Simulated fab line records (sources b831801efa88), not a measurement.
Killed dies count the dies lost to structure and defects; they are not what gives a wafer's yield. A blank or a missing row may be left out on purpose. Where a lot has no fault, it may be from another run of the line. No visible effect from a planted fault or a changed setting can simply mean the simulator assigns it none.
Problem report, 8D (eight disciplines) form, completed by code || flow gf180mcu || the parts of the form that need people (team, actions taken, sign-off) are left out

## 1. PROBLEM STATEMENT
Wafers without a fault read 0.722 a.u., standard deviation 0.0043; oes-product-au at GF_MVSD_STRIP_10 reads a mean of 0.797 a.u. on 6 wafers belonging to 2 lots. Measured from the usual mean, that is +17 standard deviations.
The step: strips in O2/N2.
Earliest sighting: wafer L948.3 on plasma-asher-01 at day 6 02:30. At this step, 39 wafers from 13 lots have a number in the record. Rule for "out" (also "out of limits"): further than 4 standard deviations from the usual mean. All remaining wafers that have a number are taken as sound.

## 2. WHAT IT IS; WHAT IT IS NOT
{"question": "which readings at this step", "is": "oes-product-au", "is not": "drypump-motor-current-A, strip-time-to-endpoint-s"}
{"question": "which lots", "is": "L948, L953", "is not": "L942, L944, L945, L946, L947, L951, L958, L959, L960, L963, L964"}
{"question": "which wafers of those lots", "is": "all that have a number", "is not": "-"}
{"question": "read on which tools", "is": "plasma-asher-01", "is not": "plasma-asher-02, plasma-asher-03"}
{"question": "when", "is": "from day 6 02:30", "is not": "up to then (15 sound wafers); but 18 sound wafers of L951, L958, L959, L960, L963, L964 came after"}

## 3. THE SUSPECTS, EACH WITH WHAT RULES IT OUT
Counting: any tool at a process step up to the reading is kept as a suspect provided that every lot that is out went through it and no sound lot did after the first of them.
- plasma-asher-01 at GF_MVSD_STRIP_10 (strips in O2/N2): ruled out as a lasting fault. The sound lots L964 went through it after L948, its earliest lot that is out (day 6 02:30).
Left after counting: nothing in the record.

## 4. THE CAUSE (what the simulator had put in)
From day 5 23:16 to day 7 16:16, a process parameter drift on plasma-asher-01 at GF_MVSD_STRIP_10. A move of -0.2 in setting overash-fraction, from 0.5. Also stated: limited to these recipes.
Counting ruled it out, wrongly.

## 5. SEQUENCE OF EFFECTS, ordered by route
One row per reading whose mean, taken over the struck wafers that have a number, lies over 3 standard deviations from the usual. Readings are gone through only where the record gives a usual standard deviation; hours: the median, over the lots, of the time from a lot's start at the first step in this table giving one to that lot's start at this step; sigmas: the change measured in usual standard deviations.
{"hours": 0, "step": "GF_MVSD_STRIP_10", "reading": "oes-product-au", "usual": "0.722 a.u.", "on struck wafers": 0.797, "change": "+0.075", "sigmas": "+17"}
Process steps it contains:
- GF_MVSD_STRIP_10: strips in O2/N2.
At these later measuring or inspecting steps, every struck wafer for which the step has a row has a number for every such reading, and none has moved that far: GF_POLY_GATE_THK_MEAS_01, GF_PSD_CD_MEAS_07.

## 6. HOW IT WOULD HAVE BEEN CAUGHT EARLIER
In this record the first reading out of limits was taken at day 6 02:30, 3 hours after the fault began at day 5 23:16.
